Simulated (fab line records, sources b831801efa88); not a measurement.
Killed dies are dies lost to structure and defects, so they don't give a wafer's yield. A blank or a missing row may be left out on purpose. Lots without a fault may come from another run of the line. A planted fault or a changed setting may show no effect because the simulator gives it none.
fab line records | flow gf180mcu
record lots=24 wafers=72 last_day=34
route steps=602 shown HV_LDD@223 CONTACT@291 M1@331 V3@451 TOP_METAL@567
lots that met no fault: from a run of the same line without faults
start_h: hours from the record's first day to the start of the lot's first wafer shown | wait_h: hours since the lot's step before | " the same as in the row above | L1.1+2: a row that stands for several wafers | - no value, or no start given | * or withheld: withheld | < > ~ a bound
route shown NAME@n: a module of which the file shows steps, and the number in the route of the first | usual: mean/standard deviation of fault-free wafers | same: alike in all rows | chamber/n: place in a boat | sites: the reading at each site | _std_site: their standard deviation | _edge_site: outer sites' mean less inner sites' | radius_mm: how far each site lies from the wafer's centre | mask NAME#n: copy n | behind: the tool/chamber that last shaped the wafer | hold: why the lot was held/for how many hours/how that ended | device: the transistor (n, p or np) that didn't switch | end of line: the same wafers' tests at the end of the route | a step without rows: its recipe alone | killed: dies lost to structure and defects at the first sort, not the wafer's yield | map: a wafer's dies, x killed, . not, _ none there
set.NAME: the setting as run; set.NAME@STEP: as run at that earlier step | model.NAME: the simulator's own value behind a step, which no gauge read
steps of the route over a sample of lots; a table a step, a row a wafer
services: from which hour (start_h, from the record's first day; less than 0 if before it) a tool's chamber was out of use, for how many hours, and why
## steps
# step GF_HV_LDD_OVL_MEAS_47
# usual HV_LDD_03_OVL=-1.3/1.3
# columns lot.wafer tool chamber start_h wait_h HV_LDD_03_OVL[nm]
L074.3 overlay-01 - 271.16 0.1 -2.8
L074.4 " - " " -1.1
L074.5 " - " " -2.8
L075.1 overlay-01 - 281.50 0.1 -3.2
L075.4 " - " " -3.8
L075.5 " - " " -3.4
L076.2 overlay-01 - 287.14 0.1 -1.8
L076.5 " - " " -3.2
L076.6 " - " " -3.4
L077.1 overlay-01 - 297.14 0.1 0.0
L077.5 " - " " -0.7
L077.6 " - " " -2.2
L078.3 overlay-02 - 303.81 0.1 0.6
L078.5 " - " " 0.1
L078.6 " - " " 0.9
L079.1 overlay-01 - 312.79 0.1 -2.1
L079.3 " - " " -0.9
L079.6 " - " " -1.3
L080.2 overlay-01 - 320.39 0.1 -1.3
L080.4 " - " " -2.4
L080.5 " - " " 0.6
L081.1 overlay-02 - 330.89 0.1 -0.9
L081.2 " - " " -0.7
L081.4 " - " " -0.9
L082.3 overlay-01 - 337.90 0.1 -1.3
L082.4 " - " " -3.6
L082.6 " - " " -2.4
L083.1 overlay-01 - 341.55 0.1 -2.3
L083.2 " - " " -1.7
L083.5 " - " " -2.3
L084.3 overlay-02 - 355.31 0.1 -1.0
L084.5 " - " " -1.4
L084.6 " - " " -2.0
L085.1 overlay-01 - 359.89 0.1 -0.9
L085.2 " - " " 0.1
L085.3 " - " " 0.0
L086.2 overlay-01 - 369.09 0.1 -1.1
L086.4 " - " " -1.0
L086.5 " - " " -2.1
L087.1 overlay-02 - 377.25 0.1 -1.9
L087.3 " - " " -3.1
L087.6 " - " " -2.0
L088.1 overlay-01 - 385.85 0.1 -0.9
L088.3 " - " " -1.8
L088.6 " - " " 2.1
L089.4 overlay-01 - 395.75 0.1 1.5
L089.5 " - " " -1.4
L089.6 " - " " -0.9
L090.1 overlay-02 - 400.23 0.1 0.2
L090.2 " - " " -2.4
L090.4 " - " " -2.0
L091.1 overlay-02 - 408.78 0.1 -1.6
L091.5 " - " " -1.9
L091.6 " - " " -2.7
L092.2 overlay-01 - 417.80 0.1 -1.3
L092.4 " - " " -3.7
L092.5 " - " " -2.7
L093.1 overlay-01 - 423.28 0.1 -2.4
L093.2 " - " " -2.8
L093.6 " - " " -1.1
L094.2 overlay-02 - 432.90 0.1 -2.2
L094.3 " - " " -2.2
L094.4 " - " " -1.9
L095.1 overlay-02 - 439.35 0.1 -1.1
L095.4 " - " " -2.0
L095.5 " - " " -1.2
L096.3 overlay-01 - 452.85 0.1 -0.3
L096.4 " - " " -2.1
L096.6 " - " " -0.2
L097.2 overlay-01 - 461.94 0.1 -3.0
L097.3 " - " " -3.3
L097.6 " - " " -2.2
# step GF_CONTACT_CMP_04
# recipe material=SiO2 down_force_psi=4 platen_rpm=60 pad_velocity_m_s=0.94248
# usual motor_current_A=12.9/1.1 time_to_endpoint_s=109/6
# columns lot.wafer tool chamber start_h wait_h motor_current_A time_to_endpoint_s
L074.3 cmp-02 2 338.94 0.1 12.7 116
L074.4 " 0 " " 11.8 111
L074.5 " 2 " " 14.0 117
L075.1 cmp-02 0 349.75 0.1 12.4 107
L075.4 " 1 " " 14.4 114
L075.5 " 0 " " 12.1 114
L076.2 cmp-02 3 355.23 0.0 13.1 108
L076.6 " 3 " " 12.4 112
L076.5 " 0 " " 11.8 111
L077.1 cmp-01 1 366.23 0.1 11.6 112
L077.5 " 1 " " 11.1 116
L077.6 " 2 " " 13.2 112
L078.3 cmp-02 0 373.18 0.0 12.1 103
L078.5 " 0 " " 12.3 106
L078.6 " 1 " " 14.5 117
L079.3 cmp-02 1 383.28 0.0 14.5 109
L079.1 " 2 " " 13.9 111
L079.6 " 2 " " 12.8 115
L080.4 cmp-01 0 391.17 0.1 10.5 113
L080.2 " 1 " " 11.4 109
L080.5 " 0 " " 11.1 114
L081.4 cmp-01 2 401.82 0.0 13.6 101
L081.1 " 3 " " 13.2 95
L081.2 " 0 " " 11.7 103
L082.4 cmp-02 0 411.98 0.1 12.6 108
L082.3 " 2 " " 13.5 116
L082.6 " 3 " " 13.0 116
L083.2 cmp-02 2 413.52 0.0 13.7 116
L083.1 " 1 " " 13.3 117
L083.5 " 2 " " 13.7 120
L084.3 cmp-02 2 430.02 0.1 13.8 114
L084.5 " 0 " " 12.1 110
L084.6 " 1 " " 13.9 124
L085.3 cmp-01 2 434.67 0.1 13.3 108
L085.1 " 3 " " 14.1 106
L085.2 " 0 " " 10.9 106
L086.4 cmp-02 2 444.09 0.0 13.8 117
L086.2 " 1 " " 13.9 106
L086.5 " 3 " " 13.1 118
L087.1 cmp-02 3 454.44 0.1 12.9 100
L087.3 " 1 " " 15.3 106
L087.6 " 3 " " 13.5 109
L088.3 cmp-02 1 463.33 0.1 13.9 102
L088.1 " 3 " " 13.1 104
L088.6 " 0 " " 12.4 107
L089.4 cmp-01 2 473.56 0.1 13.5 97
L089.5 " 0 " " 11.6 104
L089.6 " 1 " " 11.1 107
L090.1 cmp-02 2 478.63 0.1 13.5 101
L090.2 " 0 " " 11.5 99
L090.4 " 1 " " 14.3 116
L091.1 cmp-02 2 488.17 0.1 14.0 101
L091.6 " 0 " " 12.2 104
L091.5 " 1 " " 15.0 110
L092.2 cmp-01 0 496.18 0.0 11.5 109
L092.4 " 3 " " 13.8 108
L092.5 " 1 " " 11.2 108
L093.2 cmp-02 2 501.52 0.1 13.0 106
L093.1 " 0 " " 11.5 99
L093.6 " 2 " " 14.1 113
L094.3 cmp-01 1 510.44 0.0 11.4 103
L094.4 " 3 " " 12.8 110
L094.2 " 0 " " 11.8 109
L095.1 cmp-02 0 516.67 0.1 12.2 108
L095.4 " 3 " " 13.1 117
L095.5 " 0 " " 12.1 104
L096.4 cmp-01 2 530.23 0.1 13.3 106
L096.3 " 3 " " 13.6 103
L096.6 " 1 " " 11.5 108
L097.2 cmp-01 0 539.55 0.8 11.3 109
L097.3 " 2 " " 14.1 102
L097.6 " 3 " " 13.5 114
# step GF_M1_METAL_ETCH_16
# recipe chemistry=Cl2/BCl3 mask_material=KrF target_depth_nm=750.8 stop_on=SiO2 pressure_mtorr=8 icp_w=800 bias_w=140 Cl2_flow_sccm=80 bcl3_flow_sccm=40 time_s=125.1
# usual drypump_motor_current_A=5.9/0.65 mfc_cl2_sccm=80.01/0.24 oes_product_au=0.992/0.0049 throttle_valve_pct=28.226/0.009
# same time_s=125.1
# columns lot.wafer tool chamber start_h wait_h drypump_motor_current_A mfc_cl2_sccm oes_product_au rf_hours_counter_h throttle_valve_pct
L074.3 rie_metal-03 0 385.03 0.1 6.7 80.43 0.995 - 28.219
L074.4 " 1 " " 5.6 80.04 0.986 - 28.230
L074.5 " 1 " " 5.6 79.85 0.988 - 28.239
L075.1 rie_metal-02 0 396.93 0.0 6.4 80.23 0.995 12 28.233
L075.4 " 0 " " 6.4 80.15 0.993 - 28.224
L075.5 " 0 " " 6.4 80.01 0.994 - 28.228
L076.2 rie_metal-02 0 402.52 0.0 6.4 80.45 0.991 12 28.232
L076.5 " 1 " " 5.2 79.67 0.988 - 28.234
L076.6 " 0 " " 6.4 80.14 0.992 - 28.205
L077.1 rie_metal-03 0 413.33 0.0 6.7 79.84 0.993 8 28.241
L077.5 " 1 " " 5.6 80.48 0.986 - 28.231
L077.6 " 0 " " 6.7 79.94 0.991 - 28.228
L078.3 rie_metal-04 0 421.11 0.1 4.8 79.87 0.988 - 28.213
L078.5 " 0 " " 4.8 80.55 0.991 - 28.215
L078.6 " 1 " " 5.9 80.05 0.994 - 28.229
L079.1 rie_metal-03 1 431.33 0.0 5.7 79.74 0.987 5 28.238
L079.3 " 0 " " 6.7 80.08 0.994 - 28.215
L079.6 " 0 " " 6.8 80.55 0.992 - 28.226
L080.2 rie_metal-02 1 441.28 0.0 5.2 80.16 0.995 8 28.227
L080.4 " 0 " " 6.4 79.85 1.002 - 28.211
L080.5 " 0 " " 6.4 80.02 0.995 - 28.208
L081.1 rie_metal-03 0 451.37 0.0 6.7 79.89 0.988 9 28.216
L081.2 " 1 " " 5.7 79.61 0.995 6 28.239
L081.4 " 1 " " 5.7 79.94 1.005 - 28.234
L082.3 rie_metal-04 1 462.92 0.1 6.0 80.56 0.993 - 28.239
L082.4 " 0 " " 4.8 80.22 0.992 - 28.234
L082.6 " 0 " " 4.8 80.21 0.993 - 28.222
L083.1 rie_metal-02 1 463.53 0.0 5.2 80.55 0.989 9 28.232
L083.2 " 1 " " 5.2 79.92 0.998 - 28.236
L083.5 " 1 " " 5.2 80.15 0.992 - 28.235
L084.3 rie_metal-03 1 480.67 0.1 5.6 80.18 0.984 - 28.238
L084.5 " 1 " " 5.7 80.16 0.991 - 28.228
L084.6 " 0 " " 6.7 80.17 0.998 - 28.224
L085.1 rie_metal-03 0 486.37 0.0 6.8 79.89 0.997 10 28.238
L085.2 " 1 " " 5.6 79.72 0.990 7 28.220
L085.3 " 1 " " 5.6 79.68 0.995 - 28.211
L086.2 rie_metal-03 0 495.77 0.0 6.7 79.97 0.993 10 28.216
L086.4 " 0 " " 6.8 80.12 0.981 - 28.219
L086.5 " 0 " " 6.7 80.01 0.995 - 28.228
L087.1 rie_metal-03 1 504.63 0.0 5.6 79.92 0.987 7 28.229
L087.3 " 0 " " 6.7 79.93 0.995 - 28.226
L087.6 " 1 " " 5.6 79.95 0.994 - 28.219
L088.1 rie_metal-02 0 513.23 0.0 6.4 79.79 0.989 1 28.239
L088.3 " 0 " " 6.4 79.61 0.994 - 28.220
L088.6 " 0 " " 6.4 79.74 0.988 - 28.239
L089.4 rie_metal-03 1 522.32 0.1 5.7 80.04 0.990 - 28.233
L089.5 " 1 " " 5.6 80.00 0.987 - 28.219
L089.6 " 0 " " 6.7 79.63 0.987 - 28.237
L090.1 rie_metal-04 0 528.02 0.0 4.8 80.10 0.998 3 28.223
L090.2 " 1 " " 6.0 79.90 0.993 10 28.233
L090.4 " 0 " " 4.8 80.01 0.998 - 28.234
L091.1 rie_metal-04 0 536.97 0.0 4.8 79.87 0.993 3 28.229
L091.5 " 0 " " 4.8 80.00 0.995 - 28.230
L091.6 " 1 " " 6.0 80.41 0.996 - 28.224
L092.2 rie_metal-04 1 544.78 0.0 6.0 79.98 1.002 11 28.227
L092.4 " 1 " " 6.0 79.99 0.998 - 28.242
L092.5 " 1 " " 6.0 79.65 0.992 - 28.222
L093.1 rie_metal-04 1 549.03 0.0 6.0 80.29 0.993 11 28.225
L093.2 " 0 " " 4.8 79.92 1.000 4 28.206
L093.6 " 0 " " 4.8 79.99 0.991 - 28.222
L094.2 rie_metal-03 1 556.67 0.0 5.6 80.04 0.992 9 28.224
L094.3 " 1 " " 5.6 80.01 0.987 - 28.202
L094.4 " 0 " " 6.8 79.68 0.989 - 28.227
L095.1 rie_metal-03 0 563.08 0.0 6.7 79.69 0.990 12 28.222
L095.4 " 0 " " 6.7 79.83 0.996 - 28.226
L095.5 " 0 " " 6.7 79.93 0.991 - 28.214
L096.3 rie_metal-04 1 573.96 0.1 6.0 80.27 0.992 - 28.227
L096.4 " 0 " " 4.8 79.64 0.996 - 28.227
L096.6 " 1 " " 6.0 80.47 0.989 - 28.237
L097.2 rie_metal-04 1 584.27 0.1 6.0 79.83 0.990 - 28.234
L097.3 " 1 " " 6.0 79.73 0.994 - 28.226
L097.6 " 1 " " 6.0 79.52 0.999 - 28.225
# step GF_M1_STRIP_17
# recipe chemistry=O2/N2 power_w=1400 pressure_mtorr=1500 platen_temp_c=250 o2_flow_sccm=3000 n2_flow_sccm=300 overash_fraction=0.5
# usual drypump_motor_current_A=5.8/0.39 heater_power_w=315/20 oes_product_au=0.540/0.0043 strip_time_to_endpoint_s=7.46/0.041
# columns lot.wafer tool chamber start_h wait_h drypump_motor_current_A heater_power_w oes_product_au rf_hours_counter_h strip_time_to_endpoint_s
L074.3 plasma_asher-02 1 385.14 0.1 5.6 308 0.540 - 7.46
L074.4 " 0 " " 5.6 305 0.540 - 7.54
L074.5 " 0 " " 5.6 304 0.544 - 7.50
L075.1 plasma_asher-04 0 397.06 0.1 5.6 313 0.541 77 7.48
L075.4 " 1 " " 5.0 332 0.542 - 7.48
L075.5 " 0 " " 5.6 308 0.541 - 7.50
L076.2 plasma_asher-04 1 402.65 0.1 5.0 324 0.546 78 7.43
L076.5 " 1 " " 5.1 327 0.542 - 7.50
L076.6 " 0 " " 5.6 310 0.544 - 7.43
L077.1 plasma_asher-01 1 413.46 0.1 6.0 346 0.545 33 7.46
L077.5 " 1 " " 6.0 356 0.544 - 7.52
L077.6 " 0 " " 6.4 285 0.536 - 7.46
L078.3 plasma_asher-04 0 421.23 0.1 5.6 317 0.540 - 7.53
L078.5 " 0 " " 5.6 314 0.536 - 7.50
L078.6 " 1 " " 5.1 323 0.547 - 7.52
L079.1 plasma_asher-02 0 431.46 0.1 5.6 308 0.546 75 7.45
L079.3 " 1 " " 5.6 314 0.545 - 7.45
L079.6 " 1 " " 5.6 309 0.532 - 7.49
L080.2 plasma_asher-04 0 441.41 0.1 5.6 334 0.538 1 7.44
L080.4 " 0 " " 5.5 328 0.536 - 7.40
L080.5 " 0 " " 5.6 330 0.545 - 7.38
L081.1 plasma_asher-02 1 451.50 0.1 5.6 318 0.542 77 7.47
L081.2 " 0 " " 5.6 300 0.545 77 7.47
L081.4 " 0 " " 5.6 309 0.542 - 7.47
L082.3 plasma_asher-01 0 463.04 0.1 6.4 295 0.539 - 7.45
L082.4 " 1 " " 6.0 350 0.543 - 7.49
L082.6 " 1 " " 6.0 347 0.538 - 7.44
L083.1 plasma_asher-01 1 463.79 0.2 6.0 345 0.549 38 7.54
L083.2 " 0 " " 6.4 288 0.549 38 7.50
L083.5 " 1 " " 6.0 347 0.540 - 7.49
L084.3 plasma_asher-01 0 480.79 0.1 6.4 295 0.543 - 7.55
L084.5 " 1 " " 6.0 343 0.537 - 7.48
L084.6 " 0 " " 6.4 289 0.545 - 7.46
L085.1 plasma_asher-02 1 486.50 0.1 5.6 307 0.533 81 7.41
L085.2 " 0 " " 5.6 298 0.539 81 7.46
L085.3 " 1 " " 5.6 305 0.538 - 7.44
L086.2 plasma_asher-02 1 495.90 0.1 5.6 310 0.543 82 7.44
L086.4 " 0 " " 5.6 303 0.534 - 7.46
L086.5 " 1 " " 5.6 314 0.538 - 7.42
L087.1 plasma_asher-01 1 504.76 0.1 6.0 334 0.537 43 7.47
L087.3 " 1 " " 6.0 344 0.539 - 7.43
L087.6 " 0 " " 6.4 295 0.535 - 7.50
L088.1 plasma_asher-01 0 513.49 0.2 6.4 288 0.549 44 7.56
L088.3 " 0 " " 6.4 285 0.538 - 7.54
L088.6 " 0 " " 6.4 286 0.544 - 7.55
L089.4 plasma_asher-02 1 522.44 0.1 5.6 308 0.546 - 7.53
L089.5 " 0 " " 5.6 298 0.540 - 7.48
L089.6 " 1 " " 5.6 311 0.546 - 7.47
L090.1 plasma_asher-02 1 528.15 0.1 5.6 313 0.544 85 7.49
L090.2 " 0 " " 5.6 309 0.543 85 7.42
L090.4 " 0 " " 5.6 304 0.534 - 7.43
L091.1 plasma_asher-02 1 537.10 0.1 5.6 311 0.540 86 7.40
L091.5 " 0 " " 5.6 303 0.540 - 7.44
L091.6 " 1 " " 5.6 307 0.538 - 7.45
L092.2 plasma_asher-02 1 544.91 0.1 5.6 311 0.538 87 7.42
L092.4 " 1 " " 5.6 314 0.535 - 7.42
L092.5 " 0 " " 5.6 299 0.537 - 7.41
L093.1 plasma_asher-01 1 549.16 0.1 6.0 350 0.537 48 7.45
L093.2 " 0 " " 6.4 292 0.541 48 7.50
L093.6 " 1 " " 6.0 356 0.543 - 7.49
L094.2 plasma_asher-04 1 556.80 0.1 5.0 321 0.535 15 7.52
L094.3 " 0 " " 5.6 330 0.541 - 7.51
L094.4 " 1 " " 5.0 319 0.537 - 7.45
L095.1 plasma_asher-01 1 563.21 0.1 6.0 347 0.535 49 7.41
L095.4 " 0 " " 6.4 289 0.537 - 7.44
L095.5 " 0 " " 6.4 290 0.541 - 7.45
L096.3 plasma_asher-02 0 574.08 0.1 5.6 311 0.532 - 7.39
L096.4 " 1 " " 5.6 309 0.540 - 7.47
L096.6 " 1 " " 5.6 305 0.538 - 7.41
L097.2 plasma_asher-01 0 584.49 0.2 6.4 294 0.542 51 7.43
L097.3 " 0 " " 6.4 286 0.542 - 7.41
L097.6 " 1 " " 6.0 353 0.538 - 7.38
# step GF_V3_SPUTTER_22
# recipe material=TiN target_thk_nm=10 chamber_pressure_pa=5 power_w=4000 time_s=40
# usual throttle_valve_pct=29.8/1.3
# same time_s=40
# columns lot.wafer tool chamber start_h wait_h throttle_valve_pct
L074.3 pvd_sputter-03 - 513.99 0.0 30.4
L074.4 " - " " 30.6
L074.5 " - " " 30.6
L075.1 pvd_sputter-03 - 525.55 0.0 29.8
L075.4 " - " " 30.2
L075.5 " - " " 29.7
L076.2 pvd_sputter-02 - 530.35 0.0 26.7
L076.5 " - " " 31.4
L076.6 " - " " 30.9
L077.1 pvd_sputter-03 - 541.94 0.0 30.6
L077.5 " - " " 30.2
L077.6 " - " " 29.8
L078.3 pvd_sputter-01 - 548.79 0.0 28.3
L078.5 " - " " 30.1
L078.6 " - " " 29.5
L079.1 pvd_sputter-02 - 557.24 0.0 31.3
L079.3 " - " " 31.1
L079.6 " - " " 30.4
L080.2 pvd_sputter-01 - 565.65 0.0 28.4
L080.4 " - " " 28.0
L080.5 " - " " 29.6
L081.1 pvd_sputter-01 - 574.63 0.0 28.6
L081.2 " - " " 29.7
L081.4 " - " " 28.2
L082.3 pvd_sputter-01 - 585.04 0.0 28.1
L082.4 " - " " 27.7
L082.6 " - " " 29.7
L083.1 pvd_sputter-03 - 586.92 0.0 30.3
L083.2 " - " " 29.7
L083.5 " - " " 30.1
L084.3 pvd_sputter-01 - 599.83 0.0 29.7
L084.5 " - " " 29.6
L084.6 " - " " 27.8
L085.1 pvd_sputter-02 - 605.05 0.0 31.3
L085.2 " - " " 30.5
L085.3 " - " " 31.2
L086.2 pvd_sputter-01 - 613.05 0.0 28.1
L086.4 " - " " 29.5
L086.5 " - " " 29.5
L087.1 pvd_sputter-01 - 620.75 0.0 29.9
L087.3 " - " " 28.1
L087.6 " - " " 28.4
L088.1 pvd_sputter-02 - 629.65 0.0 31.1
L088.3 " - " " 30.6
L088.6 " - " " 30.6
L089.4 pvd_sputter-02 - 639.59 0.0 31.2
L089.5 " - " " 26.7
L089.6 " - " " 30.7
L090.1 pvd_sputter-03 - 639.89 0.0 30.3
L090.2 " - " " 30.0
L090.4 " - " " 30.1
L091.1 pvd_sputter-03 - 651.13 0.0 29.6
L091.5 " - " " 30.2
L091.6 " - " " 30.3
L092.2 pvd_sputter-02 - 656.74 0.0 31.2
L092.4 " - " " 31.5
L092.5 " - " " 30.4
L093.1 pvd_sputter-02 - 660.93 0.0 26.9
L093.2 " - " " 30.5
L093.6 " - " " 31.0
L094.2 pvd_sputter-02 - 666.63 0.0 27.0
L094.3 " - " " 31.2
L094.4 " - " " 30.8
L095.1 pvd_sputter-02 - 672.49 0.0 31.0
L095.4 " - " " 30.8
L095.5 " - " " 30.8
L096.3 pvd_sputter-03 - 683.60 0.0 30.5
L096.4 " - " " 30.5
L096.6 " - " " 30.6
L097.2 pvd_sputter-01 - 690.32 0.0 30.2
L097.3 " - " " 28.2
L097.6 " - " " 27.8
# step GF_TOP_METAL_SPUTTER_00
# recipe material=Ti target_thk_nm=37.5 arriving_ion_energy_ev=80 substrate_temp_c=200 chamber_pressure_pa=2 power_w=4000 time_s=150
# usual throttle_valve_pct=30.4/1.3
# same time_s=150
# columns lot.wafer tool chamber start_h wait_h throttle_valve_pct
L074.3 pvd_sputter-03 - 630.26 0.2 30.3
L074.4 " - " " 30.7
L074.5 " - " " 30.5
L075.1 pvd_sputter-04 - 639.30 0.1 31.7
L075.4 " - " " 30.5
L075.5 " - " " 29.6
L076.2 pvd_sputter-02 - 641.65 0.1 30.7
L076.5 " - " " 30.5
L076.6 " - " " 26.9
L077.1 pvd_sputter-04 - 655.43 0.1 30.3
L077.5 " - " " 30.4
L077.6 " - " " 31.9
L078.3 pvd_sputter-04 - 660.89 0.2 30.7
L078.5 " - " " 31.5
L078.6 " - " " 29.6
L079.1 pvd_sputter-04 - 667.05 0.1 31.8
L079.3 " - " " 30.1
L079.6 " - " " 29.5
L080.2 pvd_sputter-04 - 675.35 0.1 31.7
L080.4 " - " " 32.0
L080.5 " - " " 32.0
L081.1 pvd_sputter-02 - 684.38 0.2 31.1
L081.2 " - " " 26.9
L081.4 " - " " 31.2
L082.3 pvd_sputter-02 - 691.68 0.2 31.0
L082.4 " - " " 30.8
L082.6 " - " " 27.0
L083.1 pvd_sputter-03 - 692.05 0.2 29.5
L083.2 " - " " 30.2
L083.5 " - " " 30.2
L084.3 pvd_sputter-04 - 706.69 0.2 29.5
L084.5 " - " " 31.8
L084.6 " - " " 30.5
L085.1 pvd_sputter-02 - 709.94 0.2 31.5
L085.2 " - " " 30.5
L085.3 " - " " 26.7
L086.2 pvd_sputter-04 - 717.49 0.1 31.9
L086.4 " - " " 30.7
L086.5 " - " " 30.5
L087.1 pvd_sputter-04 - 724.93 0.2 31.9
L087.3 " - " " 30.3
L087.6 " - " " 30.7
L088.1 pvd_sputter-04 - 730.87 0.1 30.4
L088.3 " - " " 31.8
L088.6 " - " " 31.5
L089.4 pvd_sputter-04 - 739.15 0.1 29.5
L089.5 " - " " 30.3
L089.6 " - " " 29.8
L090.1 pvd_sputter-03 - 742.11 0.1 30.4
L090.2 " - " " 30.2
L090.4 " - " " 29.7
L091.1 pvd_sputter-02 - 747.89 0.2 31.4
L091.5 " - " " 31.0
L091.6 " - " " 31.2
L092.2 pvd_sputter-02 - 756.15 0.1 30.6
L092.4 " - " " 31.4
L092.5 " - " " 31.1
L093.1 pvd_sputter-02 - 758.88 0.1 30.9
L093.2 " - " " 31.2
L093.6 " - " " 31.1
L094.2 pvd_sputter-03 - 762.52 0.1 30.4
L094.3 " - " " 30.3
L094.4 " - " " 30.3
L095.1 pvd_sputter-04 - 767.15 0.1 29.6
L095.4 " - " " 31.5
L095.5 " - " " 29.8
L096.3 pvd_sputter-04 - 778.08 0.2 30.5
L096.4 " - " " 29.8
L096.6 " - " " 32.1
L097.2 pvd_sputter-02 - 782.19 0.2 27.1
L097.3 " - " " 31.0
L097.6 " - " " 31.4
## services
# columns tool chamber start_h hours kind
cmp-02 - 316.22 0.5 repair
cmp-01 - 373.11 4.6 repair
pvd_sputter-04 - 375.51 8.7 repair
pvd_sputter-04 - 378.87 3.2 repair
pvd_sputter-03 - 391.31 3.3 repair
cmp-01 - 395.47 5.5 repair
cmp-01 - 404.18 4.0 pm
cmp-01 - 410.66 2.5 repair
rie_metal-03 - 420.44 0.3 repair
plasma_asher-01 - 424.66 1.9 repair
pvd_sputter-02 - 477.59 2.3 repair
pvd_sputter-02 - 488.66 2.4 repair
cmp-02 - 513.63 0.5 repair
pvd_sputter-02 - 522.56 5.2 repair
pvd_sputter-04 - 541.07 0.5 repair
cmp-02 - 572.14 4.0 pm
cmp-02 - 623.56 4.3 repair
pvd_sputter-04 - 656.80 3.9 repair
cmp-02 - 657.75 8.4 pm
pvd_sputter-04 - 681.88 2.1 repair
cmp-02 - 713.67 0.5 repair
plasma_asher-02 - 733.75 9.0 pm
rie_metal-03 1 751.46 14.1 repair
pvd_sputter-02 - 763.38 7.9 repair
## key
fault none
